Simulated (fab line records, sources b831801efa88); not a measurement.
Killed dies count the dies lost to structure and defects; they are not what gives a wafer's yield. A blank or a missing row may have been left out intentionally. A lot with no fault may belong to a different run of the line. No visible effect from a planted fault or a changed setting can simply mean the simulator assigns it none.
The tool behind it: which one?    flow sky130    Sampling: 13 lots, 39 wafers, 2 of 708 route steps

WHAT THE GAUGES SHOWED, per wafer
The record lacks any reading of a measuring or inspecting step that a usual standard deviation could be used to judge.

TOOL THAT RAN EACH LOT (tool first, then ch and the chambers of the sampled wafers, then the start)
lot   SKY_PASSIVATION_ETCH_11            SKY_PASSIVATION_STRIP_12
L123  rieDiel-02 ch 1,2,3, day 45 08:55  plasmaAsher-03 ch 0,1, day 45 09:01
L124  rieDiel-02 ch 1,2, day 45 17:23    plasmaAsher-04 ch 0,1, day 45 17:31
L125  rieDiel-02 ch 0,2,3, day 45 18:43  plasmaAsher-01 ch 0,1, day 45 18:49
L129  rieDiel-01 ch 1,2,3, day 46 17:54  plasmaAsher-03 ch 0,1, day 46 18:01
L128  rieDiel-04 ch 1,2,3, day 46 23:54  plasmaAsher-01 ch 0,1, day 47 00:01
L130  rieDiel-04 ch 2,3, day 47 01:22    plasmaAsher-01 ch 0,1, day 47 01:28
L131  rieDiel-01 ch 1,2,3, day 47 01:43  plasmaAsher-04 ch 1, day 47 01:49
L132  rieDiel-02 ch 0,2,3, day 47 04:10  plasmaAsher-03 ch 0,1, day 47 04:18
L133  rieDiel-04 ch 0,1, day 48 05:19    plasmaAsher-03 ch 0,1, day 48 05:25
L134  rieDiel-01 ch 0,2,3, day 48 05:42  plasmaAsher-03 ch 0, day 48 05:49
L140  rieDiel-02 ch 1,2,3, day 49 03:04  plasmaAsher-04 ch 0,1, day 49 03:10
L144  rieDiel-04 ch 1,2, day 49 19:44    plasmaAsher-04 ch 0, day 49 19:50
L145  rieDiel-04 ch 0,2,3, day 49 22:07  plasmaAsher-01 ch 0,1, day 49 22:13
- SKY_PASSIVATION_ETCH_11: etches the open film in CF4/O2, stops on AlCu, target depth 725 nm, time 161.1 s.
- SKY_PASSIVATION_STRIP_12: strips in O2/N2.

WHAT THE TOOLS THEMSELVES READ (means of the sampled wafers that have a number; where no wafer has one, the mark that the record gives instead)
SKY_PASSIVATION_ETCH_11. Usual: drypumpMotorCurrentA 5.9 A, standard deviation 0.51; oesProductAu 0.974 a.u., standard deviation 0.007; runLengthS 189.4 s, standard deviation 0.57; throttleValvePct 5.964 %, standard deviation 0.0087.
lot   tool        drypumpMotorCurrentA (A)  oesProductAu (a.u.)  runLengthS (s)  throttleValvePct (%)  flag
L123  rieDiel-02  5.5                       0.967                189.7           5.968                 
L124  rieDiel-02  5.1                       0.974                189.6           5.970                 
L125  rieDiel-02  5.9                       0.971                189.9           5.963                 
L129  rieDiel-01  6.3                       0.976                189.1           5.976                 
L128  rieDiel-04  5.8                       0.977                189.3           5.969                 
L130  rieDiel-04  5.8                       0.978                189.3           5.957                 
L131  rieDiel-01  6.3                       0.974                189.2           5.971                 
L132  rieDiel-02  5.9                       0.980                190.2           5.962                 
L133  rieDiel-04  6.4                       0.973                189.1           5.963                 
L134  rieDiel-01  6.1                       0.978                189.1           5.965                 
L140  rieDiel-02  5.5                       0.966                191.7           5.959                 OFF
L144  rieDiel-04  5.9                       0.976                189.6           5.967                 
L145  rieDiel-04  6.0                       0.974                189.0           5.960                 

SKY_PASSIVATION_STRIP_12. Usual: drypumpMotorCurrentA 5.78 A, standard deviation 0.3; n2FlowSccm 299.9 sccm, standard deviation 0.95; oesProductAu 0.661 a.u., standard deviation 0.0046; stripTimeToEndpointS 31.50 s, standard deviation 0.1.
lot   tool            drypumpMotorCurrentA (A)  n2FlowSccm (sccm)  oesProductAu (a.u.)  stripTimeToEndpointS (s)  flag
L123  plasmaAsher-03  5.76                      300.3              0.659                31.64                     
L124  plasmaAsher-04  5.93                      300.0              0.665                31.35                     
L125  plasmaAsher-01  5.43                      299.9              0.661                31.51                     
L129  plasmaAsher-03  5.81                      299.7              0.660                31.52                     
L128  plasmaAsher-01  5.43                      300.1              0.664                31.54                     
L130  plasmaAsher-01  5.44                      299.5              0.662                31.44                     
L131  plasmaAsher-04  6.34                      298.4              0.657                31.55                     
L132  plasmaAsher-03  5.78                      298.3              0.657                31.58                     
L133  plasmaAsher-03  5.77                      299.7              0.662                31.54                     
L134  plasmaAsher-03  5.72                      300.8              0.660                31.52                     
L140  plasmaAsher-04  5.95                      301.2              0.657                31.38                     
L144  plasmaAsher-04  5.76                      299.8              0.661                31.56                     
L145  plasmaAsher-01  5.45                      300.5              0.663                31.48                     

THE ANSWER, worked out from the rows above alone
Rule: a lot is off if the mean of its wafers that have a number lies more than 3 standard deviations from the usual mean. A lot without any number at a reading at which 4 lots or more have one is off too. All remaining lots with rows at the step are treated as sound. The gauges are gone through in route order, then the tools' own readings, and for those a lot's mean is taken as printed above. At the first step where some lot is off, the reading lying furthest off is the one used; lots without a number count as furthest.
Off: L140 (SKY_PASSIVATION_ETCH_11, runLengthS).
If a tool, at that step or one of the process steps before it, ran each lot that is off and ran no sound lot following the first of them, it fits. One fits: rieDiel-02 at SKY_PASSIVATION_ETCH_11. Its last sound lot is L132 (day 47 04:10), its first lot that is off L140 (day 49 03:04): a fault that began between those two fits.
On the lots that are off, the tool's own readings at SKY_PASSIVATION_ETCH_11 differ by more than 5 times the standard deviation of the sound lots' means, which bears it out; runLengthS reads 191.7 s there versus 189.4 s on the sound lots.

WHAT HAD BEEN PUT IN BY THE SIMULATOR
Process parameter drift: rieDiel-02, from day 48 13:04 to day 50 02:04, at SKY_PASSIVATION_ETCH_11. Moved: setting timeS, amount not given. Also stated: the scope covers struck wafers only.
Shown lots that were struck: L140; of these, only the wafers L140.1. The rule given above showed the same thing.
